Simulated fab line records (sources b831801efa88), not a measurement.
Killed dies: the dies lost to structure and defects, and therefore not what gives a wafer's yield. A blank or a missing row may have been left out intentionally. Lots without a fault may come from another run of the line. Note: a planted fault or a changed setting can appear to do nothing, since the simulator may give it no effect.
Which tool was responsible? -- flow sky130 -- 13 lots, 39 wafers sampled, at 2 steps of a route of 708

## WHAT THE GAUGES SHOWED, per wafer
SKY_VIA4_THK_MEAS_01.
lot,measured,on,VIA4_HDPCVD_THK (nm)
L429,day 42 05:05,filmMetro-03,1699 1724 1745
L430,day 42 07:17,filmMetro-01,1748 1772 1737
L431,day 42 13:59,filmMetro-03,1743 1746 1773
L432,day 42 21:01,filmMetro-01,1749 1752 1750
L434,day 43 02:59,filmMetro-02,1753 1738 1731
L435,day 44 00:45,filmMetro-01,1771 1781 1778
L437,day 44 02:49,filmMetro-03,1740 1736 1749
L436,day 44 03:22,filmMetro-02,1774 1795 1784
L438,day 44 15:01,filmMetro-01,1749 1784 1734
L440,day 44 21:17,filmMetro-02,1731 1693 1710
L439,day 44 22:55,filmMetro-01,1749 1732 1742
L442,day 45 17:02,filmMetro-01,1701 1733 1764
L444,day 45 23:14,filmMetro-02,1733 1715 1754

## TOOL THAT RAN EACH LOT (tool first, then ch and the chambers of the sampled wafers, then the start)
lot,SKY_VIA3_CLEAN_19
L429,"wetBench-03 ch 1, day 40 02:26"
L430,"wetBench-01 ch 3, day 40 04:07"
L431,"wetBench-03 ch 2, day 40 11:50"
L432,"wetBench-01 ch 1, day 40 17:31"
L434,"wetBench-01 ch 0, day 41 01:17"
L435,"wetBench-02 ch 1, day 41 23:21"
L437,"wetBench-02 ch 3, day 42 00:53"
L436,"wetBench-01 ch 0, day 42 01:12"
L438,"wetBench-03 ch 2, day 42 13:56"
L440,"wetBench-01 ch 2, day 42 21:33"
L439,"wetBench-01 ch 3, day 42 23:18"
L442,"wetBench-01 ch 0, day 43 17:45"
L444,"wetBench-01 ch 0, day 44 00:19"
- SKY_VIA3_CLEAN_19: cleans in O3/DIW.

## WHAT THE TOOLS THEMSELVES READ (means of the sampled wafers that have a number; where no wafer has one, the mark that the record gives instead)
The record holds no such reading with a usual standard deviation.

## THE ANSWER, worked out from the rows above alone
Rule: the lots themselves supply what counts as usual. The widest of any qualifying gaps counts: lots, ordered by their means at a reading, are off when they make up no more than a third of the lots, leave a main group of 4 or more, and stand apart from it by 3 or more times the standard deviation of that group's means. The tables above print the reading to a certain number of digits; a main group whose means all agree to those digits is not used. Also off: a lot with no number at a reading for which 4 or more lots have one. Any other lot the step has rows for is counted as sound. First the gauges in route order, then the tools' own readings, where a lot's mean is used as printed above. The first step at which some lot is off is used, and at that step the reading that is off furthest; a lot without a number counts as furthest.
No lot is off at any reading shown: from this, nothing can be told.

## WHAT HAD BEEN PUT IN BY THE SIMULATOR
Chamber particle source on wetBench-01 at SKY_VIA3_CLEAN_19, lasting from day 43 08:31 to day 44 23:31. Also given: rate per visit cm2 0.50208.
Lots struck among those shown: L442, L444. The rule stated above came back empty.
